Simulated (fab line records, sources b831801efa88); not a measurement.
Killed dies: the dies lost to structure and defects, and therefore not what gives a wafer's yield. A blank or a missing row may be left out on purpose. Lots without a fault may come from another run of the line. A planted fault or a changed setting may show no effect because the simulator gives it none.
Comparing a struck lot with a sound one / flow sky130 / 16 steps out of a route of 708
Sound: the wafers L630.1, L630.3, L630.4. Struck: wafers L639.4, L639.5. (L639.6 of the same lot was not struck and is left out.) The cause comes at the end.
For every step that has rows: the tool of each side, followed by ch and its chambers, followed by its first start. Under that, the readings that differ: sound wafers / struck wafers / difference of the means / sigmas: that difference in standard deviations of wafers without a fault.
alike: same words and numbers on both sides, and readings whose means sit less than 2 such deviations apart. not compared: any withheld reading, any reading some wafer has no value for, any bound like >300 that may hide the same value, and any number with overlapping values for which the record gives no deviation.
Wherever a step has rows on one side only, a row that says differs or no value, or a row with sigmas, the two part there. When numbers do not overlap yet have no deviation, they are printed without sigmas and do not part them. A reading missing from all wafers of one side parts the sides only when that side holds two or more wafers.

first, 7 steps without rows for these wafers: SKY_METAL3_HMDS_06 (prime time 60 s); SKY_METAL3_COAT_07 (resist thk 60 nm); SKY_METAL3_COAT_08 (resist thk 1140 nm); SKY_METAL3_SOFTBAKE_09 (time 90 s); SKY_METAL3_EXPOSE_10 (exposes mask MM3, target cd 300 nm); SKY_METAL3_PEB_11; SKY_METAL3_DEVELOP_12 (develop time 60 s).
SKY_METAL3_CD_MEAS_13: target cd 300 nm.
  sound on cd-sem-01 at day 38 09:37; struck on cd-sem-01 at day 40 21:35
  alike: cd-nm
SKY_METAL3_OVL_MEAS_14:
  sound on overlay-02 at day 38 09:44; struck on overlay-01 at day 40 21:40
  alike: METAL3_OVL
SKY_METAL3_DESCUM_15: chemistry O2, time 8 s.
  sound on rie-metal-04 ch 0,1, day 38 09:46; struck on rie-metal-01 ch 0, day 40 21:41
  alike: chamber-pressure-mTorr, drypump-motor-current-A, oes-product-au
  not compared: rf-hours-counter-h
SKY_METAL3_ETCH_16: etches BARC in N2/H2, stops on SiO2, time 88.2 s, target depth 60 nm.
  sound on rie-metal-04 ch 0,1, day 38 09:48; struck on rie-metal-01 ch 0, day 40 21:45
  alike: chamber-pressure-mTorr, drypump-motor-current-A, oes-product-au, run-length-s, throttle-valve-pct
  not compared: rf-hours-counter-h
SKY_METAL3_ETCH_17: etches SiO2 in C4F8/O2/Ar, stops on TiN, time 3.9 s, target depth 15 nm.
  sound on rie-diel-04 ch 1,2,3, day 38 09:54; struck on rie-diel-04 ch 0,3, day 40 21:49
reading=oes-product-au (a.u.); sound=0.748 0.749 0.753; struck=0.766 0.773; difference=+0.020; sigmas=+3
  alike: chamber-pressure-mTorr
  not compared: rf-hours-counter-h
SKY_METAL3_METAL_ETCH_18: etches the open film in Cl2/BCl3, stops on SiO2, target depth 845 nm, time 183.1 s.
  sound on rie-metal-03 ch 0,1, day 38 09:55; struck on rie-metal-04 ch 0, day 40 21:53
reading=oes-product-au (a.u.); sound=0.863 0.865 0.870; struck=0.788 0.788; difference=-0.078; sigmas=-15
reading=run-length-s (s); sound=211.2 211.7 211.9; struck=244.9 245.1; difference=+33.4; sigmas=+35
reading=model.KrF-thick_of_METAL3_COAT_08.thk-nm (nm); sound=518.7 520 535.8; struck=441.4 444; difference=-82.1; sigmas=
reading=model.METAL3.cd-nm (nm); sound=299.8 296.9 300.7; struck=289.5 285.8; difference=-11.5; sigmas=
reading=model.SiO2_of_VIA2_HDPCVD_00.thk-nm (nm); sound=463.9 463.8 464.6; struck=459.5 461; difference=-3.9; sigmas=
  alike: bcl3-flow-sccm, chamber-pressure-mTorr, drypump-motor-current-A, throttle-valve-pct
  not compared: rf-hours-counter-h
SKY_METAL3_STRIP_19: strips in O2/N2.
  sound on plasma-asher-04 ch 0,1, day 38 10:05; struck on plasma-asher-04 ch 0, day 40 22:02
reading=oes-product-au (a.u.); sound=0.494 0.503 0.509; struck=0.461 0.467; difference=-0.038; sigmas=-7
reading=strip-time-to-endpoint-s (s); sound=6.46 6.45 6.64; struck=5.68 5.72; difference=-0.82; sigmas=-10
  alike: chamber-pressure-mTorr, drypump-motor-current-A
  not compared: rf-hours-counter-h
then, 1 step without rows for these wafers: SKY_METAL3_STRIP_20 (strips in post etch residue remover, time 1200 s).
-- the record jumps here: 7 days lie between the struck wafers' starts before and after (it left off in module METAL3 and takes up again in module PAD_OPEN, whose first step shown is number 708 of the route) --
SKY_PAD_OPEN_PROBE_99:
  sound on prober-02 at day 45 14:23; struck on prober-01 at day 47 14:54
reading=killed-at-other; sound=0 0 0; struck=1 2; difference=+2; sigmas=+2
reading=killed-open; sound=65 68 55; struck=50 46; difference=-15; sigmas=-2
reading=model.etest.met3.width-nm (nm); sound=298.8 295.6 302; struck=292.8 284.7; difference=-10.1; sigmas=
reading=model.etest.met3.line-ohm-um; sound=0.1435 0.1445 0.1417; struck=0.1454 0.1527; difference=+0.0058; sigmas=
  alike: defect-limited-yield, killed_at_M0_to_M3, killed_at_M4_up, killed-at-contacts, killed-at-front-end, killed-dies, killed-short, sort_bin_3_pad_short, sort_bin_5_function, sort_bin_6_memory, sort-n-pass, sort-yield-pct

WHERE THEY PART
Earliest at SKY_METAL3_ETCH_17; latest, in this record, at SKY_PAD_OPEN_PROBE_99.

WHY: what the simulator had put in
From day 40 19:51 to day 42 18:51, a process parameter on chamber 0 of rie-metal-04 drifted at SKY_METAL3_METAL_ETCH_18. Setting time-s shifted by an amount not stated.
